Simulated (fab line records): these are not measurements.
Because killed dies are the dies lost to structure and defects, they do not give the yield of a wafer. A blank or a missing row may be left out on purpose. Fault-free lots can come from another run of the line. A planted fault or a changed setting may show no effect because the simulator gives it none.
fab line records	flow gf180mcu
record lots=5	wafers=14	last_day=34
route steps=602 shown V4@493 MIM@503 M5@526
lots that met no fault: taken from a fault-free run of the same line
start_h: hours from the record's opening day to when the first of the lot's shown wafers began	wait_h: hours since the lot's step before	" identical to the entry in the row above	L1.1+2: several wafers, shown together as one row	- value missing, or start not given	* or withheld: withheld	< > ~ a bound
route shown NAME@n: a module of which the file shows steps, and the number in the route of the first	usual: the fault-free wafers' mean and standard deviation	same: alike in all rows	chamber/n: place in a boat	sites: the reading at each site	_std_site: their standard deviation	_edge_site: outer sites' mean less inner sites'	radius_mm: for every site, how far away it sits from the centre of the wafer	mask NAME#n: copy n	behind: the tool/chamber that last shaped the wafer	hold: reason for holding the lot/hours on hold/outcome of the hold	device: whichever transistor did not switch (one of n, p or np)	end of line: tests of these same wafers at the route's end	a step without rows: its recipe alone	killed: the dies lost at the first sort to structure and to defects; this is not the yield of the wafer	map: a wafer's dies, marking killed ones x, the rest . and places with no die _
set.NAME: the setting that was run; set.NAME@STEP: the one run at that earlier step	model.NAME: the simulator's own value behind a step, which no gauge read
lots at selected steps of the route; one table per step, one row per wafer
services: when a tool's chamber went out of use (start_h, in hours from the record's first day, below 0 if earlier), for how many hours, and the reason
## steps
# step GF_V4_ETCH_17
# recipe chemistry=C4F8/O2/Ar	mask_material=KrF	target=SiO2	stop_on=TiN	source_w=1500	bias_w=1200	pressure_mtorr=40	c4f8_flow_sccm=withheld	O2_flow_sccm=6	Ar_flow_sccm=300	time_s=withheld	target_depth_a=6300
# step GF_V4_STRIP_18
# recipe chemistry=O2/N2	power_w=1400	pressure_mtorr=1500	platen_temp_c=250	o2_flow_sccm=3000	n2_flow_sccm=300	overash_fraction=0.5
# usual drypump_motor_current_A=5.8/0.49	heater_power_w=343/51	oes_product_au=0.592/0.0046
lot.wafer	tool	chamber	start_h	wait_h	drypump_motor_current_A	heater_power_w	oes_product_au	rf_hours_counter_h
L508.1	plasma_asher-01	0	577.07	-	4.9	284	0.591	46
L508.4	"	1	"	"	5.7	420	0.592	-
L508.5	"	1	"	"	5.8	431	0.593	-
L511.1	plasma_asher-03	1	604.51	-	5.9	281	0.593	19
L511.3	"	0	"	"	5.7	338	0.591	-
L511.6	"	1	"	"	5.9	288	0.586	-
L514.1	plasma_asher-02	1	622.02	-	6.6	397	0.587	102
L514.2	"	0	"	"	6.0	346	0.593	102
L514.3	"	1	"	"	6.6	402	0.592	-
L516.1	plasma_asher-01	0	641.02	-	5.0	287	0.600	50
L516.4	"	1	"	"	5.8	427	0.590	-
L529.1	plasma_asher-03	0	730.92	-	5.7	331	0.591	33
L529.2	"	1	"	"	5.9	285	0.590	33
L529.4	"	0	"	"	5.7	336	0.587	-
# step GF_V4_STRIP_19
# recipe chemistry=post_etch_residue_remover	time_s=1200	temp_c=72.5
# step GF_V4_CLEAN_20
# recipe chemistry=DIW	dry=n2_spin
# step GF_V4_SPUTTER_21
# recipe material=Ti	target_thk_nm=15	chamber_pressure_pa=5	power_w=2500	substrate_temp_c=200	time_s=80.02
# step GF_V4_SPUTTER_22
# recipe material=TiN	target_thk_nm=10	chamber_pressure_pa=5	power_w=4000	time_s=40
# step GF_V4_CVD_23
# recipe material=W	target_thk_nm=350	time_s=104.9	temp_c=400	pressure_torr=40
# step GF_V4_RS_MEAS_24
# recipe thk_meas_gauge=four-point-probe	reads=W_of_V4_CVD_23+TiN_of_V4_SPUTTER_22+Ti_of_V4_SPUTTER_21
# usual V4_W_RS=0.327/0.0032
lot.wafer	tool	chamber	start_h	wait_h	V4_W_RS[ohm/sq]
L508.1	film_metro-02	-	577.82	0.1	0.326
L508.4	"	-	"	"	0.329
L508.5	"	-	"	"	0.326
L511.1	film_metro-01	-	605.26	0.1	0.326
L511.3	"	-	"	"	0.327
L511.6	"	-	"	"	0.327
L514.1	film_metro-03	-	622.81	0.1	0.329
L514.2	"	-	"	"	0.325
L514.3	"	-	"	"	0.324
L516.1	film_metro-02	-	641.81	0.1	0.323
L516.4	"	-	"	"	0.324
L529.1	film_metro-01	-	731.70	0.1	0.325
L529.2	"	-	"	"	0.330
L529.4	"	-	"	"	0.326
# step GF_V4_THK_MEAS_25
# recipe thk_meas_gauge=xrf	reads=W_of_V4_CVD_23
# usual V4_W_THK=358/4.2
lot.wafer	tool	chamber	start_h	wait_h	V4_W_THK[nm]
L508.1	film_metro-02	-	577.94	0.1	356
L508.4	"	-	"	"	354
L508.5	"	-	"	"	356
L511.1	film_metro-01	-	605.38	0.1	363
L511.3	"	-	"	"	362
L511.6	"	-	"	"	361
L514.1	film_metro-03	-	622.93	0.1	353
L514.2	"	-	"	"	358
L514.3	"	-	"	"	361
L516.1	film_metro-02	-	641.93	0.1	362
L516.4	"	-	"	"	361
L529.1	film_metro-01	-	731.82	0.1	366
L529.2	"	-	"	"	358
L529.4	"	-	"	"	363
# step GF_V4_CMP_26
# recipe stop_on=SiO2	down_force_psi=3.5	platen_rpm=60	t_overpolish_s=15	target_thk_nm=0	pad_velocity_m_s=0.94248
# step GF_MIM_SPUTTER_00
# recipe material=Ti	target_thk_nm=37.5	arriving_ion_energy_ev=80	substrate_temp_c=200	chamber_pressure_pa=2	power_w=4000	time_s=150
# step GF_MIM_SPUTTER_01
# recipe material=TiN	target_thk_nm=30	power_w=6500	time_s=25	chamber_pressure_pa=0.4
# usual throttle_valve_pct=30.5/1.1
lot.wafer	tool	chamber	start_h	wait_h	throttle_valve_pct
L508.1	pvd_sputter-02	-	578.41	0.1	28.2
L508.4	"	-	"	"	30.9
L508.5	"	-	"	"	30.3
L511.1	pvd_sputter-03	-	605.84	0.1	31.3
L511.3	"	-	"	"	30.1
L511.6	"	-	"	"	30.8
L514.1	pvd_sputter-03	-	623.39	0.1	31.4
L514.2	"	-	"	"	30.0
L514.3	"	-	"	"	32.2
L516.1	pvd_sputter-03	-	642.39	0.1	31.4
L516.4	"	-	"	"	29.9
L529.1	pvd_sputter-02	-	732.28	0.1	30.5
L529.2	"	-	"	"	30.2
L529.4	"	-	"	"	30.0
# step GF_MIM_SPUTTER_02
# recipe material=AlCu	target_thk_nm=450	power_w=10600	time_s=23.9	chamber_pressure_pa=0.4
# usual throttle_valve_pct=30.5/1.1
lot.wafer	tool	chamber	start_h	wait_h	throttle_valve_pct	model.AlCu_of_MIM_SPUTTER_02.thk_nm
L508.1	pvd_sputter-02	-	578.44	0.0	28.3	441.2
L508.4	"	-	"	"	30.6	441.1
L508.5	"	-	"	"	30.0	441.2
L511.1	pvd_sputter-03	-	605.87	0.0	31.3	456.7
L511.3	"	-	"	"	29.9	458.6
L511.6	"	-	"	"	30.9	456.8
L514.1	pvd_sputter-03	-	623.42	0.0	31.0	452.9
L514.2	"	-	"	"	30.0	447.7
L514.3	"	-	"	"	32.1	448.7
L516.1	pvd_sputter-03	-	642.42	0.0	31.4	856.8
L516.4	"	-	"	"	29.7	461
L529.1	pvd_sputter-02	-	732.31	0.0	30.8	455
L529.2	"	-	"	"	30.3	450.7
L529.4	"	-	"	"	30.2	450.2
# step GF_MIM_SPUTTER_03
# recipe material=Ti	target_thk_nm=10	substrate_temp_c=300	chamber_pressure_pa=0.3	power_w=3000	time_s=6.7
# step GF_MIM_SPUTTER_04
# recipe material=TiN	target_thk_nm=50	power_w=6500	time_s=41.7	chamber_pressure_pa=0.4
# step GF_MIM_CVD_05
# recipe material=Si3N4	target_thk_nm=42	temp_max_c=400	temp_c=385	time_s=29.086	rf_w=450
# usual heater_power_w=651/56	susceptor_temp_C=385.01/0.22
lot.wafer	tool	chamber	start_h	wait_h	heater_power_w	susceptor_temp_C
L508.1	pecvd-01	2	578.54	0.0	556	385.16
L508.4	"	2	"	"	565	384.77
L508.5	"	0	"	"	715	385.17
L511.1	pecvd-01	1	605.96	0.0	610	384.99
L511.3	"	0	"	"	655	385.14
L511.6	"	2	"	"	601	385.13
L514.1	pecvd-04	0	623.51	0.0	617	385.63
L514.2	"	2	"	"	617	385.04
L514.3	"	1	"	"	662	384.96
L516.1	pecvd-04	0	642.51	0.0	596	385.12
L516.4	"	0	"	"	609	385.04
L529.1	pecvd-04	2	732.40	0.0	669	385.10
L529.2	"	0	"	"	668	384.86
L529.4	"	2	"	"	656	385.13
# step GF_MIM_THK_MEAS_06
# recipe reads=Si3N4_of_MIM_CVD_05
# usual MIM_CVD_05_THK=42.0/0.51
lot.wafer	tool	chamber	start_h	wait_h	MIM_CVD_05_THK[nm]
L508.1	film_metro-02	-	578.58	0.0	41.6
L508.4	"	-	"	"	42.1
L508.5	"	-	"	"	42.7
L511.1	film_metro-04	-	605.99	0.0	42.1
L511.3	"	-	"	"	41.9
L511.6	"	-	"	"	42.4
L514.1	film_metro-03	-	623.54	0.0	41.7
L514.2	"	-	"	"	41.7
L514.3	"	-	"	"	42.2
L516.1	film_metro-04	-	642.54	0.0	41.8
L516.4	"	-	"	"	42.9
L529.1	film_metro-02	-	732.43	0.0	41.5
L529.2	"	-	"	"	41.7
L529.4	"	-	"	"	42.5
# step GF_MIM_SPUTTER_07
# recipe material=TiN	target_thk_nm=60	power_w=6500	time_s=50	chamber_pressure_pa=0.4
# step GF_MIM_SPUTTER_08
# recipe material=AlCu	target_thk_nm=200	power_w=10600	time_s=10.6	chamber_pressure_pa=0.4
# usual throttle_valve_pct=30.3/1.1
lot.wafer	tool	chamber	start_h	wait_h	throttle_valve_pct
L508.1	pvd_sputter-04	-	578.68	0.0	31.0
L508.4	"	-	"	"	28.8
L508.5	"	-	"	"	29.8
L511.1	pvd_sputter-02	-	606.10	0.0	29.9
L511.3	"	-	"	"	30.0
L511.6	"	-	"	"	30.6
L514.1	pvd_sputter-04	-	623.64	0.0	31.9
L514.2	"	-	"	"	30.6
L514.3	"	-	"	"	29.9
L516.1	pvd_sputter-02	-	642.64	0.0	29.6
L516.4	"	-	"	"	29.7
L529.1	pvd_sputter-03	-	732.54	0.0	31.3
L529.2	"	-	"	"	32.4
L529.4	"	-	"	"	30.7
# step GF_MIM_SPUTTER_09
# recipe material=TiN	target_thk_nm=35	power_w=6500	time_s=29.2	chamber_pressure_pa=0.4
# step GF_MIM_RS_MEAS_10
# recipe thk_meas_gauge=four-point-probe	reads=TiN_of_MIM_SPUTTER_09+AlCu_of_MIM_SPUTTER_08+TiN_of_MIM_SPUTTER_07
# usual MIM_ALCU_RS=0.1598/0.0018
lot.wafer	tool	chamber	start_h	wait_h	MIM_ALCU_RS[ohm/sq]
L508.1	film_metro-04	-	578.74	0.0	0.1595
L508.4	"	-	"	"	0.1578
L508.5	"	-	"	"	0.1586
L511.1	film_metro-03	-	606.15	0.0	0.1586
L511.3	"	-	"	"	0.1581
L511.6	"	-	"	"	0.1581
L514.1	film_metro-02	-	623.70	0.0	0.1644
L514.2	"	-	"	"	0.1643
L514.3	"	-	"	"	0.1632
L516.1	film_metro-04	-	642.70	0.0	0.1598
L516.4	"	-	"	"	0.1603
L529.1	film_metro-04	-	732.59	0.0	0.1590
L529.2	"	-	"	"	0.1596
L529.4	"	-	"	"	0.1601
# step GF_MIM_THK_MEAS_11
# recipe thk_meas_gauge=xrf	reads=AlCu_of_MIM_SPUTTER_08
# usual MIM_ALCU_THK=201.0/2.3
lot.wafer	tool	chamber	start_h	wait_h	MIM_ALCU_THK[nm]
L508.1	film_metro-04	-	578.86	0.1	202.2
L508.4	"	-	"	"	204.7
L508.5	"	-	"	"	203.1
L511.1	film_metro-03	-	606.27	0.1	201.8
L511.3	"	-	"	"	202.6
L511.6	"	-	"	"	203.3
L514.1	film_metro-02	-	623.82	0.1	195.8
L514.2	"	-	"	"	194.5
L514.3	"	-	"	"	196.9
L516.1	film_metro-04	-	642.82	0.1	200.6
L516.4	"	-	"	"	200.5
L529.1	film_metro-04	-	732.71	0.1	204.4
L529.2	"	-	"	"	202.8
L529.4	"	-	"	"	200.7
# step GF_MIM_DEHYDRATE_12
# recipe temp_c=200	time_s=60
# step GF_MIM_HMDS_13
# recipe prime_time_s=60	prime_temp_c=120
# step GF_MIM_COAT_14
# recipe resist=NOVOLAK	spin_rpm=3000	resist_thk_nm=1000
# step GF_MIM_SOFTBAKE_15
# recipe temp_c=90	time_s=60	resist=NOVOLAK
# step GF_MIM_EXPOSE_16
# recipe mask_id=FuseTop	target_cd_nm=2000	na=0.6	source_shape=conventional	sigma_outer=0.6	dose_mj=140
# step GF_MIM_PEB_17
# recipe temp_c=withheld	time_s=*	resist=NOVOLAK
# step GF_MIM_DEVELOP_18
# recipe develop_time_s=60	dev_temp_c=23
# step GF_MIM_METAL_ETCH_19
# recipe chemistry=Cl2/BCl3	mask_material=NOVOLAK	stop_on=Si3N4	target_depth_nm=324.5	pressure_mtorr=8	icp_w=800	bias_w=140	Cl2_flow_sccm=80	bcl3_flow_sccm=40	time_s=54.1
# step GF_MIM_STRIP_20
# recipe chemistry=O2/N2	power_w=1400	pressure_mtorr=1500	platen_temp_c=250	o2_flow_sccm=3000	n2_flow_sccm=300	overash_fraction=0.5
# usual drypump_motor_current_A=6.0/0.33	heater_power_w=334/41	oes_product_au=0.691/0.0044	strip_time_to_endpoint_s=11.21/0.04
lot.wafer	tool	chamber	start_h	wait_h	drypump_motor_current_A	heater_power_w	oes_product_au	rf_hours_counter_h	strip_time_to_endpoint_s
L508.1	plasma_asher-03	0	599.80	0.0	5.6	326	0.688	18	11.14
L508.4	"	0	"	"	5.7	334	0.687	-	11.12
L508.5	"	1	"	"	6.0	291	0.687	-	11.15
L511.1	plasma_asher-02	0	627.11	0.0	6.0	348	0.698	103	11.29
L511.3	"	0	"	"	6.0	356	0.694	-	11.28
L511.6	"	1	"	"	6.7	407	0.694	-	11.29
L514.1	plasma_asher-03	0	643.71	0.0	5.7	331	0.690	24	11.21
L514.2	"	1	"	"	5.9	277	0.693	24	11.18
L514.3	"	0	"	"	5.7	332	0.684	-	11.18
L516.1	plasma_asher-04	1	662.10	0.0	6.1	273	0.689	93	11.19
L516.4	"	0	"	"	5.6	347	0.696	-	11.20
L529.1	plasma_asher-03	1	749.90	0.0	5.9	284	0.691	35	11.21
L529.2	"	0	"	"	5.7	329	0.693	35	11.22
L529.4	"	0	"	"	5.7	335	0.693	-	11.21
# step GF_MIM_STRIP_21
# recipe chemistry=post_etch_residue_remover	time_s=1200	temp_c=72.5
# step GF_MIM_CLEAN_22
# recipe chemistry=DIW	dry=n2_spin
# step GF_M5_DEHYDRATE_00
# recipe temp_c=200	time_s=60
# step GF_M5_HMDS_01
# recipe prime_time_s=60	prime_temp_c=120
# step GF_M5_COAT_02
# recipe resist=KrF	spin_rpm=withheld	resist_thk_nm=1000
# step GF_M5_SOFTBAKE_03
# recipe temp_c=130	time_s=60	resist=KrF
# step GF_M5_EXPOSE_04
# recipe mask_id=Metal5	target_cd_nm=280	na=0.68	source_shape=conventional	sigma_outer=0.6	dose_mj=28
# step GF_M5_PEB_05
# recipe peb_temp_c=135	peb_time_s=90	resist=KrF
# step GF_M5_DEVELOP_06
# recipe develop_time_s=60	dev_temp_c=21
# step GF_M5_CD_MEAS_07
# recipe target_cd_nm=280
# usual cd_nm=280.0/1.1
lot.wafer	tool	chamber	start_h	wait_h	cd_nm
L508.1	cd_sem-01	-	621.04	0.1	279.0
L508.4	"	-	"	"	279.0
L508.5	"	-	"	"	280.1
L511.1	cd_sem-02	-	647.84	0.1	279.9
L511.3	"	-	"	"	279.8
L511.6	"	-	"	"	278.7
L514.1	cd_sem-01	-	664.38	0.1	279.3
L514.2	"	-	"	"	278.7
L514.3	"	-	"	"	277.9
L516.1	cd_sem-01	-	682.11	0.2	279.0
L516.4	"	-	"	"	278.6
L529.1	cd_sem-01	-	767.23	0.1	283.0
L529.2	"	-	"	"	281.8
L529.4	"	-	"	"	282.3
# step GF_M5_OVL_MEAS_08
# usual M5_OVL=-2/5.5
lot.wafer	tool	chamber	start_h	wait_h	M5_OVL[nm]
L508.1	overlay-02	-	621.16	0.1	12
L508.4	"	-	"	"	9
L508.5	"	-	"	"	10
L511.1	overlay-02	-	647.96	0.1	-7
L511.3	"	-	"	"	-2
L511.6	"	-	"	"	-3
L514.1	overlay-01	-	664.50	0.1	-12
L514.2	"	-	"	"	-12
L514.3	"	-	"	"	-9
L516.1	overlay-01	-	682.23	0.1	3
L516.4	"	-	"	"	6
L529.1	overlay-01	-	767.35	0.1	-4
L529.2	"	-	"	"	-1
L529.4	"	-	"	"	-1
## services
tool	chamber	start_h	hours	kind
plasma_asher-02	-	558.75	13.8	repair
plasma_asher-02	-	572.34	3.2	repair
pecvd-04	1	575.92	5.9	repair
pecvd-04	2	582.53	6.8	repair
pecvd-01	-	591.12	14.0	pm
plasma_asher-01	-	595.13	13.3	repair
plasma_asher-01	-	613.26	8.5	repair
plasma_asher-01	-	613.55	7.4	repair
pvd_sputter-03	-	614.24	4.2	repair
pvd_sputter-03	-	619.59	3.2	repair
pecvd-01	1	640.52	3.8	repair
pecvd-01	-	643.88	1.5	repair
plasma_asher-03	-	645.63	4.9	pm
plasma_asher-02	-	648.95	2.8	pm
pvd_sputter-03	3	654.59	-	consumable_replace:kit
pvd_sputter-03	3	654.59	18.0	scheduled_down
pvd_sputter-03	3	654.59	18.0	vent_cycle
plasma_asher-03	-	657.76	0.4	repair
pvd_sputter-04	-	665.54	1.8	repair
pvd_sputter-02	-	677.19	2.1	repair
plasma_asher-01	-	705.21	1.0	repair
pvd_sputter-04	-	730.90	4.0	repair
plasma_asher-02	-	733.75	9.0	pm
plasma_asher-04	-	748.03	3.1	repair
## key
first_sign none at tools or gauges
model_effect step=GF_MIM_SPUTTER_02	value=AlCu_of_MIM_SPUTTER_02.thk_nm	without=457.3	struck=856.8
met_at GF_MIM_SPUTTER_02
struck_wafers L516.1
later_rows_left_out L516.1
sort_left_out L516.1
onset_between 623.42 642.42
fault kind=process_parameter_drift	tool=pvd_sputter-03	chamber=-	onset_h=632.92	steps=GF_MIM_SPUTTER_02	channel=target_thk_nm	offset=399.44	shape=step	end_h=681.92	scope=struck_wafers_only	acts_in=these_recipes_only	stated=450
# sort_left_out: the simulated sort isn't trusted on such a fault, so these wafers' sort isn't shown, and their yield isn't known
# later_rows_left_out: the simulator's readings of these wafers behind a module that went badly wrong aren't trusted and aren't shown, but for the sort
